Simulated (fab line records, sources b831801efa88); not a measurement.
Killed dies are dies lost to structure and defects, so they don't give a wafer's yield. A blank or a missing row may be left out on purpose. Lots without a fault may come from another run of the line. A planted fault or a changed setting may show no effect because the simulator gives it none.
Chamber matching | flow sky130 | SKY_FIELD_ISO_ETCH_17 on rie_si-02: 4 sister chambers
The step etches Si in HBr/Cl2/O2, target depth 342 nm, time 97.7 s. 16 wafers are shown with their chamber, then 8 later ones without.

WAFERS WITH THEIR CHAMBER
wafer  | chamber | drypump_motor_current_A (A) | oes_product_au (a.u.) | throttle_valve_pct (%)
L766.1 | 3       | 5.1                         | 0.991                 | 25.651
L766.2 | 0       | 6.1                         | 0.972                 | 25.671
L766.6 | 1       | 5.5                         | 0.997                 | 25.664
L770.1 | 0       | 6.0                         | 0.978                 | 25.676
L770.2 | 2       | 5.3                         | 1.012                 | 25.649
L770.5 | 0       | 6.1                         | 0.977                 | 25.660
L771.1 | 1       | 5.5                         | 1.002                 | 25.656
L771.4 | 2       | 5.3                         | 1.008                 | 25.646
L771.6 | 3       | 5.1                         | 1.008                 | 25.642
L772.2 | 1       | 5.5                         | 0.985                 | 25.667
L772.3 | 3       | 5.0                         | 1.002                 | 25.643
L772.6 | 1       | 5.4                         | 0.983                 | 25.655
L774.2 | 1       | 5.5                         | 1.001                 | 25.667
L774.3 | 3       | 5.0                         | 0.991                 | 25.674
L774.6 | 1       | 5.5                         | 1.001                 | 25.674
L781.1 | 1       | 5.5                         | 0.992                 | 25.679

SIGNATURES (means of the wafers above)
reading                 | chamber 0 | chamber 1 | chamber 2 | chamber 3 | scatter within a chamber
drypump_motor_current_A | 6.067     | 5.486     | 5.300     | 5.050     | 0.0459
oes_product_au          | 0.97567   | 0.99443   | 1.01000   | 0.99800   | 0.00718
throttle_valve_pct      | 25.66900  | 25.66600  | 25.64750  | 25.65250  | 0.0103
Rule: a wafer's distance from a chamber is the root of the sum, over the readings, of the square of ((its reading less the chamber's mean) divided by the reading's scatter). The wafer belongs to the nearest chamber; if the next one is less than 2 further off, it can't be placed. The scatter: the root of (the sum of the squares of (reading less its chamber's mean) over the shown wafers, divided by (wafers less chambers)).

WAFERS WITHOUT THEIR CHAMBER
wafer  | drypump_motor_current_A (A) | oes_product_au (a.u.) | throttle_valve_pct (%)
L781.2 | 5.0                         | 1.005                 | 25.671
L781.4 | 5.5                         | 1.000                 | 25.668
L782.1 | 5.5                         | 0.995                 | 25.654
L782.2 | 5.1                         | 1.008                 | 25.646
L782.6 | 5.1                         | 1.012                 | 25.638
L784.3 | 5.1                         | 1.009                 | 25.651
L784.4 | 6.1                         | 0.980                 | 25.679
L784.5 | 6.1                         | 0.993                 | 25.667

WHICH CHAMBER EACH WENT THROUGH
wafer  | from the rows above     | in truth
L781.2 | 3                       | 3
L781.4 | 1                       | 1
L782.1 | 1                       | 1
L782.2 | 3                       | 3
L782.6 | can't be placed: 3 or 2 | 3
L784.3 | 3                       | 3
L784.4 | 0                       | 0
L784.5 | 0                       | 0
Placed correctly: 7 of 8. Can't be placed from these rows: 1 (the true chamber is among the candidates in 1). Placed wrongly: 0.
